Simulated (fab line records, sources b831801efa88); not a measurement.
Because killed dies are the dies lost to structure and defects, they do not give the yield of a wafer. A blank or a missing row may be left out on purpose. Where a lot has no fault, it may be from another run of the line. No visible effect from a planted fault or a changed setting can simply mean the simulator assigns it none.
fab line records	flow sky130
record lots=24	wafers=72	last-day=50
route steps=708 shown NWELL@78 POLY_CUT@316 METAL1@435 VIA1@480 METAL5@661
lots that met no fault: from a run of the same line without faults
start-h: start of the lot's first displayed wafer, in hours after the record's first day	wait-h: hours from the lot's prior step to this one	" the same as in the row above	L1.1+2: a row that stands for several wafers	- no value present, or no start provided	* or withheld: withheld	< > ~ a bound
route shown NAME@n: names a module that has steps shown in the file, with the first one's number in the route	usual: the fault-free wafers' mean and standard deviation	same: alike in all rows	chamber/n: place in a boat	sites: readings site by site	_std_site: how widely they spread, as a standard deviation	_edge_site: inner sites' mean taken away from outer sites' mean	radius-mm: for every site, how far away it sits from the centre of the wafer	mask NAME#n: copy n	behind: the last tool/chamber to shape the wafer	hold: why the lot was held/for how many hours/how that ended	device: transistor that didn't switch, given as n, p or np	end of line: the route-end tests of the same wafers	a step given without rows: its recipe and nothing more	killed: the dies lost at the first sort to structure and to defects; this is not the yield of the wafer	map: a wafer's dies, marking killed ones x, the rest . and places with no die _
set.NAME: the run value of the setting; set.NAME@STEP: its run value at that earlier step	model.NAME: the simulator's own value behind a step, which no gauge read
one table for each step of the route and one row for each wafer, over a sample of lots
services: when a tool's chamber went out of use (start-h, in hours from the record's first day, below 0 if earlier), for how many hours, and the reason
## steps
# step SKY_NWELL_STRIP_25
# recipe chemistry=O2/N2	power-w=1400	pressure-mtorr=1500	platen-temp-c=withheld	o2-flow-sccm=3000	n2-flow-sccm=300	overash-fraction=0.5
# usual drypump-motor-current-A=5.7/0.48	oes-product-au=0.722/0.0044	strip-time-to-endpoint-s=36.87/0.1
lot.wafer	tool	chamber	start-h	wait-h	drypump-motor-current-A	oes-product-au	rf-hours-counter-h	strip-time-to-endpoint-s
L074.2	plasma-asher-02	0	105.73	0.1	5.9	0.723	35	36.99
L074.3	"	1	"	"	5.9	0.720	-	36.85
L074.6	"	1	"	"	5.9	0.723	-	36.97
L075.1	plasma-asher-04	1	110.43	0.1	6.4	0.726	42	36.88
L075.2	"	0	"	"	5.1	0.723	42	36.90
L075.3	"	1	"	"	6.4	0.729	-	36.84
L076.2	plasma-asher-04	0	117.48	0.1	5.1	0.727	44	36.97
L076.4	"	0	"	"	5.1	0.722	-	36.85
L076.5	"	0	"	"	5.1	0.725	-	36.93
L077.2	plasma-asher-01	1	123.98	0.1	5.2	0.717	35	36.80
L077.3	"	1	"	"	5.2	0.721	-	36.84
L077.6	"	0	"	"	5.5	0.729	-	36.77
L078.3	plasma-asher-01	1	130.81	0.1	5.2	0.725	-	36.84
L078.4	"	0	"	"	5.6	0.724	-	36.74
L078.5	"	0	"	"	5.5	0.730	-	36.84
L079.2	plasma-asher-02	1	137.80	0.1	5.9	0.716	2	36.98
L079.5	"	0	"	"	5.9	0.726	-	37.05
L079.6	"	1	"	"	5.9	0.721	-	37.01
L080.2	plasma-asher-02	1	145.78	0.1	5.9	0.721	3	36.75
L080.4	"	1	"	"	5.9	0.727	-	36.68
L080.6	"	0	"	"	5.9	0.727	-	36.72
L081.1	plasma-asher-01	0	146.58	0.1	5.5	0.720	38	37.06
L081.4	"	0	"	"	5.5	0.721	-	36.89
L081.5	"	0	"	"	5.5	0.712	-	36.97
L082.4	plasma-asher-04	0	152.81	0.1	5.2	0.719	-	36.89
L082.5	"	1	"	"	6.5	0.724	-	36.85
L082.6	"	0	"	"	5.2	0.726	-	36.93
L083.1	plasma-asher-02	0	157.85	0.1	5.9	0.727	4	36.86
L083.2	"	1	"	"	5.9	0.718	4	37.00
L083.3	"	0	"	"	5.9	0.727	-	36.93
L084.4	plasma-asher-04	0	171.78	0.1	5.1	0.724	-	36.93
L084.5	"	1	"	"	6.4	0.720	-	37.00
L084.6	"	0	"	"	5.2	0.716	-	36.96
L085.1	plasma-asher-01	1	172.13	0.1	5.2	0.720	40	36.91
L085.2	"	0	"	"	5.5	0.724	40	36.89
L085.5	"	1	"	"	5.2	0.729	-	36.92
L086.3	plasma-asher-02	0	177.01	0.1	5.9	0.715	-	36.82
L086.5	"	1	"	"	5.9	0.727	-	36.87
L086.6	"	0	"	"	5.9	0.719	-	36.80
L087.2	plasma-asher-01	1	183.05	0.1	5.2	0.727	41	36.76
L087.3	"	1	"	"	5.1	0.717	-	36.85
L087.6	"	0	"	"	5.5	0.727	-	36.88
L088.1	plasma-asher-02	1	186.48	0.1	5.9	0.722	7	36.73
L088.2	"	0	"	"	5.9	0.722	7	36.83
L088.5	"	1	"	"	5.9	0.717	-	36.76
L089.1	plasma-asher-04	1	194.85	0.1	6.5	0.729	51	36.63
L089.5	"	1	"	"	6.5	0.722	-	36.75
L089.6	"	0	"	"	5.2	0.721	-	36.67
L090.1	plasma-asher-01	0	204.24	0.1	5.5	0.720	43	36.84
L090.5	"	1	"	"	5.2	0.726	-	36.92
L090.6	"	0	"	"	5.5	0.718	-	36.88
L091.3	plasma-asher-01	1	209.36	0.1	5.1	0.722	-	36.87
L091.4	"	0	"	"	5.5	0.719	-	36.84
L091.5	"	0	"	"	5.5	0.729	-	36.91
L092.1	plasma-asher-02	0	216.15	0.1	5.9	0.728	10	36.88
L092.2	"	1	"	"	5.9	0.723	10	36.88
L092.6	"	1	"	"	5.9	0.720	-	36.90
L093.1	plasma-asher-04	0	221.68	0.1	5.2	0.724	53	36.90
L093.2	"	1	"	"	6.5	0.724	53	37.00
L093.4	"	1	"	"	6.5	0.718	-	37.01
L094.1	plasma-asher-04	1	222.30	0.1	6.5	0.721	53	36.77
L094.3	"	0	"	"	5.2	0.721	-	36.93
L094.6	"	1	"	"	6.5	0.721	-	36.94
L095.3	plasma-asher-04	0	229.26	0.1	5.2	0.729	-	36.76
L095.4	"	1	"	"	6.4	0.721	-	36.82
L095.5	"	0	"	"	5.2	0.730	-	36.83
L096.2	plasma-asher-01	1	240.85	0.1	5.2	0.721	47	37.05
L096.3	"	1	"	"	5.2	0.717	-	36.93
L096.4	"	0	"	"	5.5	0.723	-	36.99
L097.3	plasma-asher-04	1	245.81	0.1	6.4	0.727	-	36.83
L097.4	"	0	"	"	5.2	0.727	-	36.81
L097.5	"	1	"	"	6.4	0.727	-	36.77
# step SKY_POLY_CUT_OVL_MEAS_09
# usual POLY_CUT_OVL=-1/6.2
lot.wafer	tool	chamber	start-h	wait-h	POLY_CUT_OVL[nm]
L074.2	overlay-01	-	561.66	0.1	-3
L074.3	"	-	"	"	1
L074.6	"	-	"	"	-2
L075.1	overlay-02	-	571.56	0.1	6
L075.2	"	-	"	"	4
L075.3	"	-	"	"	4
L076.2	overlay-01	-	579.21	0.1	-5
L076.4	"	-	"	"	3
L076.5	"	-	"	"	-2
L077.2	overlay-01	-	594.37	0.1	-15
L077.3	"	-	"	"	-20
L077.6	"	-	"	"	-17
L079.2	overlay-01	-	614.16	0.1	0
L079.5	"	-	"	"	1
L079.6	"	-	"	"	0
L078.3	overlay-02	-	614.49	0.1	-9
L078.4	"	-	"	"	5
L078.5	"	-	"	"	-2
L080.2	overlay-01	-	621.73	0.1	-7
L080.4	"	-	"	"	-9
L080.6	"	-	"	"	-7
L081.1	overlay-01	-	624.11	0.1	-4
L081.4	"	-	"	"	-2
L081.5	"	-	"	"	-5
L082.4	overlay-01	-	629.88	0.1	6
L082.5	"	-	"	"	0
L082.6	"	-	"	"	-4
L083.1	overlay-02	-	640.86	0.1	3
L083.2	"	-	"	"	-8
L083.3	"	-	"	"	2
L084.4	overlay-02	-	651.85	0.1	-7
L084.5	"	-	"	"	0
L084.6	"	-	"	"	-10
L085.1	overlay-02	-	656.51	0.1	7
L085.2	"	-	"	"	11
L085.5	"	-	"	"	5
L087.2	overlay-02	-	665.91	0.1	0
L087.3	"	-	"	"	-3
L087.6	"	-	"	"	2
L086.3	overlay-02	-	667.69	0.1	2
L086.5	"	-	"	"	-3
L086.6	"	-	"	"	4
L088.1	overlay-02	-	678.51	0.1	10
L088.2	"	-	"	"	-6
L088.5	"	-	"	"	7
L089.1	overlay-02	-	682.41	0.1	-1
L089.5	"	-	"	"	-7
L089.6	"	-	"	"	-1
L090.1	overlay-01	-	696.13	0.1	1
L090.5	"	-	"	"	-1
L090.6	"	-	"	"	8
L091.3	overlay-01	-	703.62	0.1	-16
L091.4	"	-	"	"	-8
L091.5	"	-	"	"	-4
L092.1	overlay-01	-	710.98	0.1	-1
L092.2	"	-	"	"	-5
L092.6	"	-	"	"	-8
L093.1	overlay-01	-	717.48	0.1	-5
L093.2	"	-	"	"	-2
L093.4	"	-	"	"	-7
L095.3	overlay-01	-	729.92	0.1	5
L095.4	"	-	"	"	6
L095.5	"	-	"	"	10
L094.1	overlay-02	-	732.63	0.1	-2
L094.3	"	-	"	"	-3
L094.6	"	-	"	"	1
L096.2	overlay-01	-	743.11	0.1	-6
L096.3	"	-	"	"	-3
L096.4	"	-	"	"	-5
L097.3	overlay-02	-	748.65	0.1	5
L097.4	"	-	"	"	10
L097.5	"	-	"	"	12
# step SKY_METAL1_SPUTTER_01
# recipe material=TiN	target-thk-nm=20	power-w=6500	time-s=16.7	chamber-pressure-pa=0.4
# usual throttle-valve-pct=30.4/0.93
lot.wafer	tool	chamber	start-h	wait-h	throttle-valve-pct
L074.2	pvd-sputter-02	-	739.31	0.0	30.8
L074.3	"	-	"	"	29.9
L074.6	"	-	"	"	30.6
L075.1	pvd-sputter-01	-	748.54	0.0	29.8
L075.2	"	-	"	"	32.2
L075.3	"	-	"	"	31.3
L076.2	pvd-sputter-01	-	753.52	0.0	32.3
L076.4	"	-	"	"	29.8
L076.5	"	-	"	"	32.1
L077.2	pvd-sputter-02	-	769.10	0.0	30.1
L077.3	"	-	"	"	30.3
L077.6	"	-	"	"	30.3
L079.2	pvd-sputter-01	-	789.34	0.0	30.7
L079.5	"	-	"	"	31.5
L079.6	"	-	"	"	32.1
L078.3	pvd-sputter-02	-	790.31	0.0	30.8
L078.4	"	-	"	"	30.0
L078.5	"	-	"	"	29.6
L080.2	pvd-sputter-04	-	795.75	0.0	30.3
L080.4	"	-	"	"	29.2
L080.6	"	-	"	"	30.2
L081.1	pvd-sputter-04	-	796.49	0.0	30.0
L081.4	"	-	"	"	28.8
L081.5	"	-	"	"	30.8
L082.4	pvd-sputter-04	-	800.75	0.0	29.1
L082.5	"	-	"	"	30.9
L082.6	"	-	"	"	29.1
L083.1	pvd-sputter-01	-	811.12	0.0	29.8
L083.2	"	-	"	"	32.4
L083.3	"	-	"	"	31.4
L084.4	pvd-sputter-04	-	822.59	0.0	29.0
L084.5	"	-	"	"	30.8
L084.6	"	-	"	"	30.7
L085.1	pvd-sputter-04	-	826.23	0.0	30.7
L085.2	"	-	"	"	28.9
L085.5	"	-	"	"	28.7
L087.2	pvd-sputter-01	-	836.03	0.0	29.8
L087.3	"	-	"	"	32.3
L087.6	"	-	"	"	30.6
L086.3	pvd-sputter-02	-	836.43	0.0	29.6
L086.5	"	-	"	"	30.9
L086.6	"	-	"	"	29.9
L088.1	pvd-sputter-04	-	847.75	0.0	30.2
L088.2	"	-	"	"	28.8
L088.5	"	-	"	"	30.0
L089.1	pvd-sputter-04	-	849.47	0.0	30.7
L089.5	"	-	"	"	30.9
L089.6	"	-	"	"	30.6
L090.1	pvd-sputter-04	-	862.86	0.0	29.1
L090.5	"	-	"	"	30.7
L090.6	"	-	"	"	29.0
L091.3	pvd-sputter-04	-	869.83	0.0	30.2
L091.4	"	-	"	"	28.7
L091.5	"	-	"	"	28.8
L092.1	pvd-sputter-01	-	875.17	0.0	30.6
L092.2	"	-	"	"	29.7
L092.6	"	-	"	"	29.7
L093.1	pvd-sputter-01	-	883.51	0.0	32.4
L093.2	"	-	"	"	29.5
L093.4	"	-	"	"	30.8
L095.3	pvd-sputter-01	-	895.14	0.0	30.3
L095.4	"	-	"	"	32.0
L095.5	"	-	"	"	31.1
L094.1	pvd-sputter-01	-	896.32	0.0	30.5
L094.3	"	-	"	"	32.5
L094.6	"	-	"	"	29.7
L096.2	pvd-sputter-04	-	907.93	0.0	30.7
L096.3	"	-	"	"	30.8
L096.4	"	-	"	"	30.1
L097.3	pvd-sputter-01	-	912.32	0.0	31.4
L097.4	"	-	"	"	32.1
L097.5	"	-	"	"	32.2
# step SKY_VIA1_RS_MEAS_22
# recipe thk-meas-gauge=four-point-probe	reads=W_of_VIA1_CVD_21+TiN_of_VIA1_SPUTTER_20
# usual VIA1_W_RS=0.424/0.0041
lot.wafer	tool	chamber	start-h	wait-h	VIA1_W_RS[ohm/sq]
L074.2	film-metro-03	-	794.94	0.1	0.436
L074.3	"	-	"	"	0.425
L074.6	"	-	"	"	0.427
L075.1	film-metro-04	-	805.63	0.1	0.423
L075.2	"	-	"	"	0.421
L075.3	"	-	"	"	0.419
L076.2	film-metro-03	-	808.95	0.1	0.428
L076.4	"	-	"	"	0.428
L076.5	"	-	"	"	0.430
L077.2	film-metro-03	-	825.73	0.1	0.424
L077.3	"	-	"	"	0.423
L077.6	"	-	"	"	0.424
L079.2	film-metro-04	-	845.80	0.1	0.423
L079.5	"	-	"	"	0.418
L079.6	"	-	"	"	0.421
L078.3	film-metro-04	-	847.11	0.1	0.421
L078.4	"	-	"	"	0.426
L078.5	"	-	"	"	0.422
L080.2	film-metro-03	-	852.41	0.1	0.433
L080.4	"	-	"	"	0.429
L080.6	"	-	"	"	0.420
L081.1	film-metro-02	-	853.96	0.1	0.427
L081.4	"	-	"	"	0.425
L081.5	"	-	"	"	0.423
L082.4	film-metro-02	-	856.39	0.1	0.428
L082.5	"	-	"	"	0.427
L082.6	"	-	"	"	0.433
L083.1	film-metro-04	-	866.64	0.1	0.427
L083.2	"	-	"	"	0.418
L083.3	"	-	"	"	0.427
L084.4	film-metro-02	-	876.60	0.1	0.429
L084.5	"	-	"	"	0.423
L084.6	"	-	"	"	0.428
L085.1	film-metro-03	-	881.56	0.1	0.426
L085.2	"	-	"	"	0.429
L085.5	"	-	"	"	0.427
L086.3	film-metro-02	-	889.74	0.1	0.420
L086.5	"	-	"	"	0.427
L086.6	"	-	"	"	0.423
L087.2	film-metro-04	-	890.11	0.1	0.419
L087.3	"	-	"	"	0.425
L087.6	"	-	"	"	0.425
L088.1	film-metro-02	-	901.65	0.1	0.422
L088.2	"	-	"	"	0.429
L088.5	"	-	"	"	0.428
L089.1	film-metro-03	-	903.35	0.2	0.419
L089.5	"	-	"	"	0.417
L089.6	"	-	"	"	0.420
L090.1	film-metro-03	-	917.55	0.1	0.416
L090.5	"	-	"	"	0.413
L090.6	"	-	"	"	0.422
L091.3	film-metro-03	-	922.78	0.1	0.426
L091.4	"	-	"	"	0.425
L091.5	"	-	"	"	0.431
L092.1	film-metro-04	-	929.37	0.1	0.422
L092.2	"	-	"	"	0.422
L092.6	"	-	"	"	0.426
L093.1	film-metro-03	-	936.82	0.1	0.416
L093.2	"	-	"	"	0.428
L093.4	"	-	"	"	0.418
L095.3	film-metro-03	-	948.10	0.1	0.429
L095.4	"	-	"	"	0.424
L095.5	"	-	"	"	0.424
L094.1	film-metro-04	-	949.69	0.1	0.424
L094.3	"	-	"	"	0.426
L094.6	"	-	"	"	0.426
L096.2	film-metro-03	-	959.25	0.1	0.421
L096.3	"	-	"	"	0.422
L096.4	"	-	"	"	0.419
L097.3	film-metro-02	-	964.45	0.1	0.426
L097.4	"	-	"	"	0.423
L097.5	"	-	"	"	0.422
# step SKY_METAL5_SPUTTER_00
# recipe material=Ti	target-thk-nm=15	power-w=3000	time-s=10	chamber-pressure-pa=0.4
# usual throttle-valve-pct=30.2/0.83
lot.wafer	tool	chamber	start-h	wait-h	throttle-valve-pct
L074.2	pvd-sputter-02	-	1007.90	0.2	30.3
L074.3	"	-	"	"	29.9
L074.6	"	-	"	"	30.6
L075.1	pvd-sputter-01	-	1014.37	0.1	32.3
L075.2	"	-	"	"	29.8
L075.3	"	-	"	"	30.9
L076.2	pvd-sputter-02	-	1020.46	0.2	31.1
L076.4	"	-	"	"	29.7
L076.5	"	-	"	"	29.7
L077.2	pvd-sputter-02	-	1034.19	0.2	29.4
L077.3	"	-	"	"	30.1
L077.6	"	-	"	"	29.6
L079.2	pvd-sputter-02	-	1049.93	0.2	30.6
L079.5	"	-	"	"	29.5
L079.6	"	-	"	"	30.7
L078.3	pvd-sputter-03	-	1053.83	0.1	30.5
L078.4	"	-	"	"	28.8
L078.5	"	-	"	"	29.7
L080.2	pvd-sputter-01	-	1056.53	0.2	30.6
L080.4	"	-	"	"	32.4
L080.6	"	-	"	"	32.2
L081.1	pvd-sputter-01	-	1057.56	0.1	32.2
L081.4	"	-	"	"	31.5
L081.5	"	-	"	"	30.3
L082.4	pvd-sputter-02	-	1058.68	0.2	29.8
L082.5	"	-	"	"	30.6
L082.6	"	-	"	"	29.3
L083.1	pvd-sputter-02	-	1070.34	0.1	30.5
L083.2	"	-	"	"	29.6
L083.3	"	-	"	"	30.1
L084.4	pvd-sputter-03	-	1078.47	0.2	29.1
L084.5	"	-	"	"	30.6
L084.6	"	-	"	"	29.0
L085.1	pvd-sputter-02	-	1081.74	0.2	31.1
L085.2	"	-	"	"	30.2
L085.5	"	-	"	"	29.7
L086.3	pvd-sputter-02	-	1088.03	0.2	29.6
L086.5	"	-	"	"	31.0
L086.6	"	-	"	"	30.4
L087.2	pvd-sputter-02	-	1089.36	0.1	30.9
L087.3	"	-	"	"	29.7
L087.6	"	-	"	"	29.7
L088.1	pvd-sputter-03	-	1096.97	0.2	29.8
L088.2	"	-	"	"	30.6
L088.5	"	-	"	"	28.7
L089.1	pvd-sputter-01	-	1098.19	0.2	32.1
L089.5	"	-	"	"	30.8
L089.6	"	-	"	"	29.6
L090.1	pvd-sputter-01	-	1111.69	0.2	31.1
L090.5	"	-	"	"	30.3
L090.6	"	-	"	"	29.7
L091.3	pvd-sputter-02	-	1117.31	0.2	30.2
L091.4	"	-	"	"	30.8
L091.5	"	-	"	"	31.3
L092.1	pvd-sputter-02	-	1120.73	0.1	30.3
L092.2	"	-	"	"	29.5
L092.6	"	-	"	"	29.6
L093.1	pvd-sputter-02	-	1128.40	0.2	29.5
L093.2	"	-	"	"	30.4
L093.4	"	-	"	"	30.5
L095.3	pvd-sputter-02	-	1136.28	0.2	30.5
L095.4	"	-	"	"	31.1
L095.5	"	-	"	"	29.6
L094.1	pvd-sputter-03	-	1139.90	0.2	29.6
L094.3	"	-	"	"	29.1
L094.6	"	-	"	"	28.8
L096.2	pvd-sputter-03	-	1144.91	0.2	29.5
L096.3	"	-	"	"	30.6
L096.4	"	-	"	"	29.2
L097.3	pvd-sputter-01	-	1149.26	0.2	30.7
L097.4	"	-	"	"	29.6
L097.5	"	-	"	"	31.2
# step SKY_METAL5_DESCUM_14
# recipe chemistry=O2	source-power-w=150	bias-power-w=0	pressure-mtorr=10	temp-c=40	time-s=11
# usual drypump-motor-current-A=5.9/0.38	oes-product-au=1.000/0.0097	temp-c=40.01/0.11
lot.wafer	tool	chamber	start-h	wait-h	drypump-motor-current-A	oes-product-au	rf-hours-counter-h	temp-c
L074.2	rie-metal-04	1	1030.69	0.1	5.5	1.016	8	39.97
L074.3	"	1	"	"	5.5	1.014	-	39.85
L074.6	"	0	"	"	5.8	1.006	-	40.02
L075.1	rie-metal-04	1	1036.74	0.1	5.5	1.012	8	39.96
L075.2	"	1	"	"	5.5	1.018	-	39.95
L075.3	"	1	"	"	5.5	1.013	-	39.88
L076.2	rie-metal-04	0	1042.44	0.1	5.8	0.996	3	39.79
L076.4	"	0	"	"	5.8	1.005	-	39.87
L076.5	"	1	"	"	5.5	1.012	-	40.13
L077.2	rie-metal-03	0	1056.39	0.1	5.4	0.998	8	39.96
L077.3	"	1	"	"	6.3	1.003	-	39.91
L077.6	"	1	"	"	6.3	1.001	-	40.16
L079.2	rie-metal-02	1	1071.65	0.1	6.1	0.984	13	40.08
L079.5	"	1	"	"	6.1	0.988	-	40.12
L079.6	"	0	"	"	6.6	1.010	-	40.13
L078.3	rie-metal-02	0	1075.20	0.1	6.5	1.006	-	40.19
L078.4	"	1	"	"	6.1	0.996	-	40.12
L078.5	"	0	"	"	6.5	1.002	-	40.07
L080.2	rie-metal-03	0	1078.49	0.1	5.4	1.005	10	39.96
L080.4	"	1	"	"	6.3	1.015	-	40.00
L080.6	"	1	"	"	6.3	1.020	-	40.02
L081.1	rie-metal-04	0	1079.19	0.1	5.8	0.992	5	40.13
L081.4	"	1	"	"	5.5	1.005	-	40.05
L081.5	"	0	"	"	5.8	0.994	-	39.96
L082.4	rie-metal-02	0	1080.40	0.1	6.5	1.008	-	39.91
L082.5	"	1	"	"	6.1	0.976	-	40.11
L082.6	"	0	"	"	6.5	1.003	-	39.97
L083.1	rie-metal-04	1	1091.35	0.1	5.5	1.006	12	39.90
L083.2	"	1	"	"	5.5	1.006	-	39.89
L083.3	"	1	"	"	5.5	0.999	-	39.95
L084.4	rie-metal-03	0	1098.66	0.1	5.4	0.996	-	40.02
L084.5	"	0	"	"	5.4	0.995	-	40.03
L084.6	"	1	"	"	6.3	1.000	-	39.97
L085.1	rie-metal-03	1	1102.29	0.1	6.3	1.001	26	40.10
L085.2	"	0	"	"	5.4	1.010	12	39.92
L085.5	"	0	"	"	5.4	0.996	-	40.18
L086.3	rie-metal-04	0	1107.66	0.1	5.8	0.987	-	39.97
L086.5	"	0	"	"	5.8	0.992	-	40.15
L086.6	"	1	"	"	5.5	1.005	-	40.12
L087.2	rie-metal-04	0	1109.44	0.1	5.8	0.989	6	39.83
L087.3	"	0	"	"	5.8	1.006	-	40.02
L087.6	"	1	"	"	5.5	0.997	-	40.03
L088.1	rie-metal-03	0	1117.45	0.1	5.4	0.991	13	39.91
L088.2	"	1	"	"	6.3	0.992	27	39.97
L088.5	"	0	"	"	5.4	1.001	-	39.82
L089.1	rie-metal-04	1	1119.04	0.1	5.5	1.010	16	40.24
L089.5	"	1	"	"	5.5	1.005	-	40.08
L089.6	"	0	"	"	5.8	1.006	-	39.90
L090.1	rie-metal-02	1	1131.50	0.1	6.1	0.974	18	40.04
L090.5	"	1	"	"	6.1	0.974	-	40.12
L090.6	"	0	"	"	6.5	0.994	-	40.00
L091.3	rie-metal-04	0	1135.41	0.1	5.8	0.997	-	40.08
L091.4	"	1	"	"	5.5	1.013	-	39.77
L091.5	"	0	"	"	5.8	1.004	-	40.20
L092.1	rie-metal-04	1	1139.65	0.1	5.5	0.995	17	40.06
L092.2	"	0	"	"	5.8	0.981	8	40.13
L092.6	"	1	"	"	5.5	1.006	-	40.12
L093.1	rie-metal-03	1	1147.60	0.1	6.3	1.000	30	40.20
L093.2	"	0	"	"	5.4	0.987	15	39.87
L093.4	"	0	"	"	5.4	1.000	-	39.92
L095.3	rie-metal-03	1	1155.12	0.1	6.3	1.017	-	40.13
L095.4	"	1	"	"	6.3	1.004	-	39.90
L095.5	"	1	"	"	6.3	1.003	-	39.86
L094.1	rie-metal-04	0	1157.99	0.1	5.8	0.998	10	39.95
L094.3	"	1	"	"	5.5	1.006	-	40.04
L094.6	"	0	"	"	5.8	0.990	-	39.87
L096.2	rie-metal-02	1	1162.79	0.1	6.1	0.978	21	39.99
L096.3	"	0	"	"	6.6	1.005	-	39.85
L096.4	"	1	"	"	6.1	0.978	-	40.11
L097.3	rie-metal-04	0	1166.76	0.1	5.8	0.989	-	39.95
L097.4	"	1	"	"	5.5	1.007	-	40.08
L097.5	"	0	"	"	5.8	0.985	-	39.80
## services
tool	chamber	start-h	hours	kind
pvd-sputter-01	-	153.83	6.1	repair
pvd-sputter-04	-	169.70	0.6	repair
rie-metal-04	0	179.03	4.8	repair
pvd-sputter-01	-	200.21	27.5	repair
pvd-sputter-04	-	229.37	13.3	repair
pvd-sputter-02	-	239.13	4.5	repair
pvd-sputter-02	-	255.12	5.7	repair
rie-metal-04	-	295.71	2.8	pm
pvd-sputter-01	-	314.66	3.1	repair
pvd-sputter-04	-	331.38	7.1	repair
pvd-sputter-01	-	348.93	5.1	repair
pvd-sputter-02	-	389.17	0.9	repair
pvd-sputter-02	-	553.05	1.6	repair
pvd-sputter-01	-	553.61	2.3	repair
rie-metal-04	-	570.48	0.6	repair
pvd-sputter-02	-	606.92	25.2	repair
rie-metal-04	-	800.51	1.4	pm
pvd-sputter-01	-	934.40	0.5	repair
pvd-sputter-01	-	970.09	9.2	repair
pvd-sputter-02	-	972.30	2.4	repair
rie-metal-04	0	1035.40	6.4	repair
rie-metal-04	-	1051.82	15.6	pm
pvd-sputter-02	-	1082.81	2.0	repair
rie-metal-04	0	1087.94	19.3	repair
## key
fault none
